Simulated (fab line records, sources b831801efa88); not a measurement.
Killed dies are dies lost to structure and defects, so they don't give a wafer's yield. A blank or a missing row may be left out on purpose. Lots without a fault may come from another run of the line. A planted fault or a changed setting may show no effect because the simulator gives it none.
fab line records | flow gf180mcu | part 1 of 2: steps 1 to 38 of 39
record lots=6 wafers=18 last_day=33
route steps=602 shown M3@419 V3@429 M4@456 PASSIVATION@602
lots that met no fault: from a run of the same line without faults
start_h: hours from the record's first day to the start of the lot's first wafer shown | wait_h: hours since the lot's step before | " the same as in the row above | L1.1+2: a row that stands for several wafers | - no value, or no start given | * or withheld: withheld | < > ~ a bound
route shown NAME@n: a module of which the file shows steps, and the number in the route of the first | usual: mean/standard deviation of fault-free wafers | same: alike in all rows | chamber/n: place in a boat | sites: the reading at each site | _std_site: their standard deviation | _edge_site: outer sites' mean less inner sites' | radius_mm: how far each site lies from the wafer's centre | mask NAME#n: copy n | behind: the tool/chamber that last shaped the wafer | hold: why the lot was held/for how many hours/how that ended | device: the transistor (n, p or np) that didn't switch | end of line: the same wafers' tests at the end of the route | a step without rows: its recipe alone | killed: dies lost to structure and defects at the first sort, not the wafer's yield | map: a wafer's dies, x killed, . not, _ none there
set.NAME: the setting as run; set.NAME@STEP: as run at that earlier step | model.NAME: the simulator's own value behind a step, which no gauge read
lots at some steps of the route; a table a step, a row a wafer
services: from which hour (start_h, from the record's first day; less than 0 if before it) a tool's chamber was out of use, for how many hours, and why
## steps
# step GF_M3_SOFTBAKE_10
# recipe temp_c=130 time_s=60 resist=KrF
# step GF_M3_EXPOSE_11
# recipe mask_id=Metal3 target_cd_nm=280 na=0.68 source_shape=conventional sigma_outer=0.6 dose_mj=28
# step GF_M3_PEB_12
# recipe peb_temp_c=135 peb_time_s=90 resist=KrF
# step GF_M3_DEVELOP_13
# recipe develop_time_s=60 dev_temp_c=21
# step GF_M3_CD_MEAS_14
# recipe target_cd_nm=280
# usual cd_nm=280.2/1.2
# columns lot.wafer tool chamber start_h wait_h cd_nm
L186.2 cd_sem-01 - 482.02 0.1 282.5
L186.5 " - " " 280.4
L186.6 " - " " 279.9
L191.2 cd_sem-01 - 528.24 0.1 279.4
L191.4 " - " " 280.2
L191.5 " - " " 281.1
L192.1 cd_sem-02 - 539.75 0.1 279.0
L192.3 " - " " 280.0
L192.6 " - " " 278.8
L201.2 cd_sem-01 - 620.97 0.1 280.4
L201.3 " - " " 281.8
L201.6 " - " " 279.7
L203.1 cd_sem-01 - 628.54 0.1 279.9
L203.2 " - " " 279.7
L203.4 " - " " 280.1
L205.3 cd_sem-01 - 651.76 0.1 279.9
L205.5 " - " " 279.8
L205.6 " - " " 280.0
# step GF_M3_OVL_MEAS_15
# usual M3_OVL=-5/6.9
# columns lot.wafer tool chamber start_h wait_h M3_OVL[nm]
L186.2 overlay-02 - 482.13 0.1 -3
L186.5 " - " " -6
L186.6 " - " " -3
L191.2 overlay-02 - 528.34 0.1 0
L191.4 " - " " -6
L191.5 " - " " 3
L192.1 overlay-02 - 539.87 0.1 3
L192.3 " - " " 5
L192.6 " - " " 2
L201.2 overlay-01 - 621.07 0.1 -17
L201.3 " - " " -8
L201.6 " - " " -23
L203.1 overlay-01 - 628.66 0.1 -4
L203.2 " - " " 10
L203.4 " - " " 2
L205.3 overlay-01 - 651.85 0.1 -8
L205.5 " - " " -14
L205.6 " - " " -9
# step GF_M3_METAL_ETCH_16
# recipe chemistry=Cl2/BCl3 mask_material=KrF target_depth_nm=750.8 stop_on=SiO2 pressure_mtorr=8 icp_w=800 bias_w=140 Cl2_flow_sccm=80 bcl3_flow_sccm=40 time_s=125.1
# usual drypump_motor_current_A=5.6/0.56 he_backside_leak_sccm=3.20/0.18 oes_product_au=0.991/0.0067 throttle_valve_pct=28.230/0.011
# columns lot.wafer tool chamber start_h wait_h drypump_motor_current_A he_backside_leak_sccm oes_product_au rf_hours_counter_h throttle_valve_pct
L186.2 rie_metal-04 1 482.16 0.0 5.2 2.96 0.977 1 28.239
L186.5 " 1 " " 5.2 3.20 0.982 - 28.236
L186.6 " 0 " " 6.4 3.15 0.988 - 28.225
L191.2 rie_metal-02 1 528.37 0.0 5.9 3.57 0.978 4 28.243
L191.4 " 1 " " 5.9 3.56 0.991 - 28.225
L191.5 " 0 " " 4.9 3.00 0.995 - 28.233
L192.1 rie_metal-03 0 539.90 0.0 5.8 3.47 0.991 11 28.234
L192.3 " 0 " " 5.8 3.37 0.987 - 28.235
L192.6 " 1 " " 5.1 3.08 0.997 - 28.226
L201.2 rie_metal-02 0 621.10 0.0 4.9 3.07 0.992 11 28.236
L201.3 " 1 " " 6.0 3.48 0.986 - 28.221
L201.6 " 0 " " 4.9 3.07 0.991 - 28.219
L203.1 rie_metal-03 0 628.69 0.0 5.8 3.38 0.992 15 28.239
L203.2 " 1 " " 5.2 2.95 0.988 2 28.243
L203.4 " 1 " " 5.2 2.85 0.992 - 28.230
L205.3 rie_metal-04 0 651.96 0.1 6.4 3.13 0.995 - 28.215
L205.5 " 0 " " 6.4 3.20 1.002 - 28.216
L205.6 " 0 " " 6.5 3.09 0.996 - 28.216
# step GF_M3_STRIP_17
# recipe chemistry=O2/N2 power_w=1400 pressure_mtorr=1500 platen_temp_c=250 o2_flow_sccm=3000 n2_flow_sccm=300 overash_fraction=0.5
# step GF_M3_STRIP_18
# recipe chemistry=post_etch_residue_remover time_s=1200 temp_c=72.5
# step GF_M3_CLEAN_19
# recipe chemistry=DIW dry=n2_spin
# step GF_V3_CVD_00
# recipe material=SiO2 target_thk_nm=600 sigma_open_frac=0.3 temp_c=400 time_s=100 sih4_flow_sccm=60 pressure_mtorr=6
# step GF_V3_THK_MEAS_01
# recipe reads=SiO2_of_V3_CVD_00
# usual V3_CVD_00_THK=599/6.8
# columns lot.wafer tool chamber start_h wait_h V3_CVD_00_THK[nm]
L186.2 film_metro-01 - 482.91 0.0 589
L186.5 " - " " 594
L186.6 " - " " 600
L191.2 film_metro-03 - 529.12 0.0 610
L191.4 " - " " 614
L191.5 " - " " 603
L192.1 film_metro-02 - 540.73 0.0 591
L192.3 " - " " 588
L192.6 " - " " 591
L201.2 film_metro-02 - 622.12 0.0 599
L201.3 " - " " 600
L201.6 " - " " 598
L203.1 film_metro-01 - 629.74 0.0 609
L203.2 " - " " 602
L203.4 " - " " 604
L205.3 film_metro-01 - 652.80 0.1 598
L205.5 " - " " 600
L205.6 " - " " 608
# step GF_V3_CVD_02
# recipe material=SiO2 target_thk_nm=850 precursor=TEOS temp_c=400 time_s=94.851 rf_w=600
# usual heater_power_w=613/100 run_length_s=122.5/0.56
# columns lot.wafer tool chamber start_h wait_h heater_power_w run_length_s since_wet_clean_h model.SiO2_of_V3_CVD_02.thk_nm
L186.2 pecvd-03 1 482.96 0.0 577 122.5 725 865.7
L186.5 " 2 " " 599 122.5 - 870.2
L186.6 " 1 " " 615 121.7 - 856.6
L191.2 pecvd-01 0 529.17 0.0 709 123.7 146 857.6
L191.4 " 2 " " 669 121.6 - 846.3
L191.5 " 0 " " 733 71.0 - 393.8
L192.1 pecvd-01 2 540.79 0.1 745 69.3 158 363
L192.3 " 1 " " 505 70.4 158 372.6
L192.6 " 1 " " 514 122.4 - 857.9
L201.2 pecvd-02 1 622.17 0.0 699 122.9 656 825.6
L201.3 " 2 " " 622 122.4 656 832.5
L201.6 " 2 " " 663 122.4 - 852.7
L203.1 pecvd-02 1 629.80 0.1 707 123.2 663 834.2
L203.2 " 2 " " 605 122.5 663 841.3
L203.4 " 1 " " 729 123.2 - 847.4
L205.3 pecvd-01 0 652.84 0.0 581 123.5 270 844.8
L205.5 " 0 " " 662 123.1 - 866.2
L205.6 " 2 " " 793 121.7 - 864.2
# step GF_V3_THK_MEAS_03
# recipe reads=SiO2_of_V3_CVD_02
# usual V3_CVD_02_THK=849/13
# columns lot.wafer tool chamber start_h wait_h V3_CVD_02_THK[nm]
L186.2 film_metro-02 - 483.04 0.0 865
L186.5 " - " " 871
L186.6 " - " " 857
L191.2 film_metro-02 - 529.25 0.0 857
L191.4 " - " " 846
L191.5 " - " " 394
L192.1 film_metro-03 - 540.86 0.0 363
L192.3 " - " " 372
L192.6 " - " " 858
L201.2 film_metro-01 - 622.25 0.0 825
L201.3 " - " " 833
L201.6 " - " " 852
L203.1 film_metro-03 - 629.86 0.0 834
L203.2 " - " " 841
L203.4 " - " " 847
L205.3 film_metro-03 - 652.93 0.1 845
L205.5 " - " " 865
L205.6 " - " " 864
# step GF_V3_CMP_04
# recipe material=SiO2 down_force_psi=4 platen_rpm=60 pad_velocity_m_s=0.94248
# usual motor_current_A=12.6/1.9 time_to_endpoint_s=80/6.7
# columns lot.wafer tool chamber start_h wait_h motor_current_A time_to_endpoint_s
L186.2 cmp-01 3 483.24 0.2 13.6 93
L186.5 " 0 " " 15.7 86
L186.6 " 1 " " 12.8 87
L191.4 cmp-01 1 529.30 0.0 12.1 -
L191.2 " 2 " " 15.1 -
L191.5 " 1 " " 12.7 -
L192.1 cmp-01 1 541.27 0.4 12.6 -
L192.3 " 2 " " 15.4 -
L192.6 " 3 " " 13.4 -
L201.2 cmp-01 2 622.30 0.0 16.5 68
L201.3 " 1 " " 12.6 83
L201.6 " 2 " " 15.0 77
L203.2 cmp-02 1 629.99 0.1 12.0 78
L203.1 " 2 " " 11.1 79
L203.4 " 0 " " 10.5 81
L205.3 cmp-02 3 652.97 0.0 11.5 79
L205.6 " 3 " " 11.7 84
L205.5 " 0 " " 10.3 87
# step GF_V3_BOW_MEAS_05
# recipe mode=bow
# usual V3_BOW=118/7.2
# columns lot.wafer tool chamber start_h wait_h V3_BOW[um]
L186.2 film_metro-01 - 483.41 0.1 121
L186.5 " - " " 117
L186.6 " - " " 114
L191.2 film_metro-02 - 529.62 0.2 121
L191.4 " - " " 118
L191.5 " - " " 114
L192.1 film_metro-02 - 541.47 0.1 106
L192.3 " - " " 101
L192.6 " - " " 135
L201.2 film_metro-02 - 622.62 0.3 114
L201.3 " - " " 102
L201.6 " - " " 103
L203.1 film_metro-03 - 630.29 0.2 117
L203.2 " - " " 123
L203.4 " - " " 108
L205.3 film_metro-02 - 653.31 0.3 116
L205.5 " - " " 107
L205.6 " - " " 109
# step GF_V3_DEHYDRATE_06
# recipe temp_c=200 time_s=60
# step GF_V3_HMDS_07
# recipe prime_time_s=60 prime_temp_c=120
# step GF_V3_COAT_08
# recipe resist=BARC temp_c=withheld time_s=withheld spin_rpm=withheld resist_thk_nm=withheld
# step GF_V3_COAT_09
# recipe resist=KrF spin_rpm=withheld resist_thk_nm=1000
# step GF_V3_SOFTBAKE_10
# recipe temp_c=130 time_s=60 resist=KrF
# step GF_V3_EXPOSE_11
# recipe mask_id=Via3 target_cd_nm=260 na=0.68 source_shape=conventional sigma_outer=0.6 dose_mj=38
# step GF_V3_PEB_12
# recipe peb_temp_c=135 peb_time_s=90 resist=KrF
# step GF_V3_DEVELOP_13
# recipe develop_time_s=60 resist=KrF dev_temp_c=21
# step GF_V3_CD_MEAS_14
# recipe target_cd_nm=260
# usual cd_nm=260.0/1
# columns lot.wafer tool chamber start_h wait_h cd_nm
L186.2 cd_sem-02 - 506.72 0.1 259.1
L186.5 " - " " 259.2
L186.6 " - " " 258.6
L191.2 cd_sem-02 - 551.52 0.1 262.3
L191.4 " - " " 261.5
L191.5 " - " " 262.3
L192.1 cd_sem-01 - 563.34 0.1 258.6
L192.3 " - " " 260.2
L192.6 " - " " 260.6
L201.2 cd_sem-01 - 642.17 0.1 261.3
L201.3 " - " " 261.2
L201.6 " - " " 261.4
L203.1 cd_sem-02 - 649.79 0.1 259.8
L203.2 " - " " 260.4
L203.4 " - " " 260.5
L205.3 cd_sem-01 - 672.33 0.1 260.2
L205.5 " - " " 258.8
L205.6 " - " " 258.8
# step GF_V3_OVL_MEAS_15
# usual V3_OVL=-5/4.8
# columns lot.wafer tool chamber start_h wait_h V3_OVL[nm]
L186.2 overlay-01 - 506.83 0.1 -11
L186.5 " - " " -12
L186.6 " - " " -15
L191.2 overlay-02 - 551.62 0.1 -8
L191.4 " - " " -13
L191.5 " - " " -7
L192.1 overlay-01 - 563.46 0.1 -4
L192.3 " - " " -5
L192.6 " - " " 0
L201.2 overlay-01 - 642.27 0.1 -8
L201.3 " - " " -12
L201.6 " - " " -6
L203.1 overlay-02 - 649.91 0.1 -8
L203.2 " - " " -3
L203.4 " - " " -4
L205.3 overlay-02 - 672.42 0.1 -3
L205.5 " - " " -8
L205.6 " - " " -5
# step GF_V3_ETCH_16
# recipe chemistry=N2/H2 target_depth_a=withheld overetch_a=withheld time_s=withheld target=BARC ion_energy_ev=200 source_w=500 bias_w=100 pressure_mtorr=30 n2_flow_sccm=100 h2_flow_sccm=200
# usual drypump_motor_current_A=5.7/0.67 oes_product_au=0.855/0.0047 throttle_valve_pct=13.225/0.0089
# columns lot.wafer tool chamber start_h wait_h drypump_motor_current_A oes_product_au throttle_valve_pct
L186.2 rie_diel-03 0 506.86 0.0 5.9 0.854 13.225
L186.5 " 3 " " 5.9 0.863 13.221
L186.6 " 0 " " 5.9 0.860 13.236
L191.2 rie_diel-01 3 551.65 0.0 5.7 0.858 13.218
L191.4 " 2 " " 6.5 0.865 13.212
L191.5 " 2 " " 6.6 0.854 13.222
L192.1 rie_diel-03 3 563.49 0.0 5.9 0.859 13.233
L192.3 " 1 " " 4.9 0.851 13.232
L192.6 " 3 " " 5.9 0.853 13.215
L201.2 rie_diel-01 0 642.30 0.0 6.7 0.847 13.221
L201.3 " 1 " " 4.9 0.859 13.222
L201.6 " 1 " " 4.9 0.854 13.228
L203.1 rie_diel-01 3 649.94 0.0 5.6 0.856 13.205
L203.2 " 1 " " 4.9 0.864 13.225
L203.4 " 2 " " 6.5 0.855 13.217
L205.3 rie_diel-02 0 672.44 0.0 6.4 0.854 13.237
L205.5 " 2 " " 6.0 0.860 13.237
L205.6 " 1 " " 4.9 0.853 13.205
# step GF_V3_ETCH_17
# recipe chemistry=C4F8/O2/Ar mask_material=KrF target=SiO2 stop_on=TiN source_w=1500 bias_w=1200 pressure_mtorr=40 c4f8_flow_sccm=withheld O2_flow_sccm=6 Ar_flow_sccm=300 time_s=withheld target_depth_a=6350
# usual oes_product_au=0.856/0.0047
# columns lot.wafer tool chamber start_h wait_h oes_product_au model.etch.depth_nm model.V3.feature_depth_nm
L186.2 rie_diel-03 0 - - 0.864 634.1 634.1
L186.5 " 3 " " 0.853 629.9 629.9
L186.6 " 0 " " 0.858 632.9 632.9
L191.2 rie_diel-01 3 - - 0.856 630 630
L191.4 " 2 " " 0.855 633.1 633.1
L191.5 " 2 " " 0.671 393.8 393.8
L192.1 rie_diel-03 3 - - 0.653 363 363
L192.3 " 1 " " 0.664 372.6 372.6
L192.6 " 3 " " 0.856 632.1 632.1
L201.2 rie_diel-01 0 - - 0.853 630.7 630.7
L201.3 " 1 " " 0.855 635.1 635.1
L201.6 " 1 " " 0.848 630.6 630.6
L203.1 rie_diel-01 3 - - 0.844 631.6 631.6
L203.2 " 1 " " 0.854 632.7 632.7
L203.4 " 2 " " 0.854 632.4 632.4
L205.3 rie_diel-02 0 - - 0.854 631.9 631.9
L205.5 " 2 " " 0.852 632.3 632.3
L205.6 " 1 " " 0.859 631.7 631.7
# step GF_V3_STRIP_18
# recipe chemistry=O2/N2 power_w=1400 pressure_mtorr=1500 platen_temp_c=250 o2_flow_sccm=3000 n2_flow_sccm=300 overash_fraction=0.5
# usual drypump_motor_current_A=5.7/0.39 heater_power_w=321/34 oes_product_au=0.593/0.0046
# columns lot.wafer tool chamber start_h wait_h drypump_motor_current_A heater_power_w oes_product_au rf_hours_counter_h
L186.2 plasma_asher-01 1 506.99 - 5.7 306 0.592 42
L186.5 " 1 " " 5.6 307 0.595 -
L186.6 " 0 " " 5.6 292 0.586 -
L191.2 plasma_asher-03 1 551.78 - 5.9 350 0.601 85
L191.4 " 1 " " 5.9 349 0.587 -
L191.5 " 1 " " 5.9 351 0.590 -
L192.1 plasma_asher-03 1 563.62 - 5.9 344 0.595 85
L192.3 " 1 " " 5.9 352 0.584 -
L192.6 " 1 " " 5.9 350 0.583 -
L201.2 plasma_asher-01 0 642.43 - 5.5 295 0.590 56
L201.3 " 0 " " 5.6 296 0.592 -
L201.6 " 0 " " 5.6 297 0.587 -
L203.1 plasma_asher-03 0 650.07 - 5.6 377 0.597 94
L203.2 " 1 " " 5.9 345 0.584 94
L203.4 " 0 " " 5.6 373 0.598 -
L205.3 plasma_asher-03 0 672.60 - 5.6 369 0.589 -
L205.5 " 1 " " 5.9 349 0.595 -
L205.6 " 0 " " 5.6 369 0.596 -
# step GF_V3_STRIP_19
# recipe chemistry=post_etch_residue_remover time_s=1200 temp_c=72.5
# step GF_V3_CLEAN_20
# recipe chemistry=DIW dry=n2_spin
# step GF_V3_SPUTTER_21
# recipe material=Ti target_thk_nm=15 chamber_pressure_pa=5 power_w=2500 substrate_temp_c=200 time_s=80.02
# step GF_V3_SPUTTER_22
# recipe material=TiN target_thk_nm=10 chamber_pressure_pa=5 power_w=4000 time_s=40
# usual throttle_valve_pct=30.7/1.1
# columns lot.wafer tool chamber start_h wait_h throttle_valve_pct
L186.2 pvd_sputter-03 - 507.62 0.0 30.9
L186.5 " - " " 31.2
L186.6 " - " " 29.0
L191.2 pvd_sputter-03 - 552.38 0.0 30.4
L191.4 " - " " 30.7
L191.5 " - " " 30.2
L192.1 pvd_sputter-04 - 564.57 0.0 30.6
L192.3 " - " " 30.8
L192.6 " - " " 30.8
L201.2 pvd_sputter-02 - 643.06 0.0 32.9
L201.3 " - " " 30.5
L201.6 " - " " 28.9
L203.1 pvd_sputter-02 - 650.94 0.0 31.5
L203.2 " - " " 29.4
L203.4 " - " " 33.0
L205.3 pvd_sputter-02 - 673.16 0.0 30.5
L205.5 " - " " 31.3
L205.6 " - " " 30.4
# step GF_V3_CVD_23
# recipe material=W target_thk_nm=350 time_s=104.9 temp_c=400 pressure_torr=40
# step GF_V3_RS_MEAS_24
# recipe thk_meas_gauge=four-point-probe reads=W_of_V3_CVD_23+TiN_of_V3_SPUTTER_22+Ti_of_V3_SPUTTER_21
# usual V3_W_RS=0.327/0.0032
# columns lot.wafer tool chamber start_h wait_h V3_W_RS[ohm/sq]
L186.2 film_metro-02 - 507.79 0.1 0.328
L186.5 " - " " 0.327
L186.6 " - " " 0.328
L191.2 film_metro-02 - 552.55 0.1 0.328
L191.4 " - " " 0.328
L191.5 " - " " 0.328
L192.1 film_metro-03 - 564.72 0.1 0.322
L192.3 " - " " 0.331
L192.6 " - " " 0.332
L201.2 film_metro-03 - 643.23 0.1 0.323
L201.3 " - " " 0.325
L201.6 " - " " 0.326
L203.1 film_metro-03 - 651.09 0.1 0.324
L203.2 " - " " 0.324
L203.4 " - " " 0.322
L205.3 film_metro-02 - 673.36 0.1 0.331
L205.5 " - " " 0.326
L205.6 " - " " 0.331
# step GF_V3_THK_MEAS_25
# recipe thk_meas_gauge=xrf reads=W_of_V3_CVD_23
# usual V3_W_THK=355/6.3
# columns lot.wafer tool chamber start_h wait_h V3_W_THK[nm]
L186.2 film_metro-02 - 507.90 0.1 356
L186.5 " - " " 358
L186.6 " - " " 357
L191.2 film_metro-02 - 552.66 0.1 353
L191.4 " - " " 351
L191.5 " - " " 354
L192.1 film_metro-03 - 564.84 0.1 367
L192.3 " - " " 358
L192.6 " - " " 358
L201.2 film_metro-03 - 643.34 0.1 369
L201.3 " - " " 365
L201.6 " - " " 363
L203.1 film_metro-03 - 651.21 0.1 367
L203.2 " - " " 369
L203.4 " - " " 370
L205.3 film_metro-02 - 673.46 0.1 349
L205.5 " - " " 357
L205.6 " - " " 350
# step GF_V3_CMP_26
# recipe stop_on=SiO2 down_force_psi=3.5 platen_rpm=60 t_overpolish_s=15 target_thk_nm=0 pad_velocity_m_s=0.94248
# usual motor_current_A=11.6/1.7 overpolish_run_s=14.999/0.0093 time_to_endpoint_s=84/4.7
# columns lot.wafer tool chamber start_h wait_h motor_current_A overpolish_run_s time_to_endpoint_s model.SiO2_of_V3_CVD_02.thk_nm
L186.2 cmp-02 1 508.00 0.1 11.4 15.011 85 630.3
L186.6 " 0 " " 9.4 14.982 86 629.1
L186.5 " 1 " " 11.0 14.994 85 626.1
L191.2 cmp-02 3 552.76 0.1 10.9 15.007 84 626.2
L191.4 " 0 " " 9.6 14.991 88 629.3
L191.5 " 2 " " 10.2 14.992 87 390
L192.1 cmp-01 0 564.95 0.1 14.6 15.000 79 359.2
L192.3 " 2 " " 13.5 15.008 75 368.8
L192.6 " 0 " " 15.7 15.017 74 628.3
L201.3 cmp-02 0 643.39 0.0 9.2 14.998 88 631.3
L201.2 " 3 " " 10.0 14.999 86 626.9
L201.6 " 1 " " 11.1 14.994 85 626.8
L203.4 cmp-02 3 651.27 0.0 10.4 14.998 85 628.6
L203.2 " 0 " " 9.4 14.978 80 628.9
L203.1 " 1 " " 11.4 15.013 83 627.8
L205.3 cmp-01 2 673.50 0.0 13.6 14.995 77 628.1
L205.6 " 2 " " 13.8 15.003 81 627.9
L205.5 " 3 " " 11.5 14.988 93 628.5
# step GF_M4_SPUTTER_00
# recipe material=Ti target_thk_nm=37.5 arriving_ion_energy_ev=80 substrate_temp_c=200 chamber_pressure_pa=2 power_w=4000 time_s=150
## key
first_sign step=GF_V3_CVD_02 reading=run_length_s direction=down sigmas=94 usual=* struck=*
effect step=GF_V3_THK_MEAS_03 reading=V3_CVD_02_THK direction=down sigmas=36 usual=849 struck=376
effect step=GF_V3_ETCH_17 reading=oes_product_au direction=down sigmas=41 usual=0.856 struck=0.663
model_effect step=GF_V3_CVD_02 value=SiO2_of_V3_CVD_02.thk_nm without=845.1 struck=376.4
model_effect step=GF_V3_ETCH_17 value=etch.depth_nm without=632.1 struck=376.4
model_effect step=GF_V3_CMP_26 value=SiO2_of_V3_CVD_02.thk_nm without=628.3 struck=372.6
model_effect step=GF_PASSIVATION_PROBE_99 value=etest.tester.sort_n_pass without=449 struck=268.7
met_at GF_V3_CVD_02
struck_wafers L191.5,L192.1,L192.3
fault kind=process_parameter_drift tool=pecvd-01 chamber=- onset_h=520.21 steps=GF_V3_CVD_02 channel=time_s offset=* shape=step end_h=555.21 scope=struck_wafers_only acts_in=* stated=*
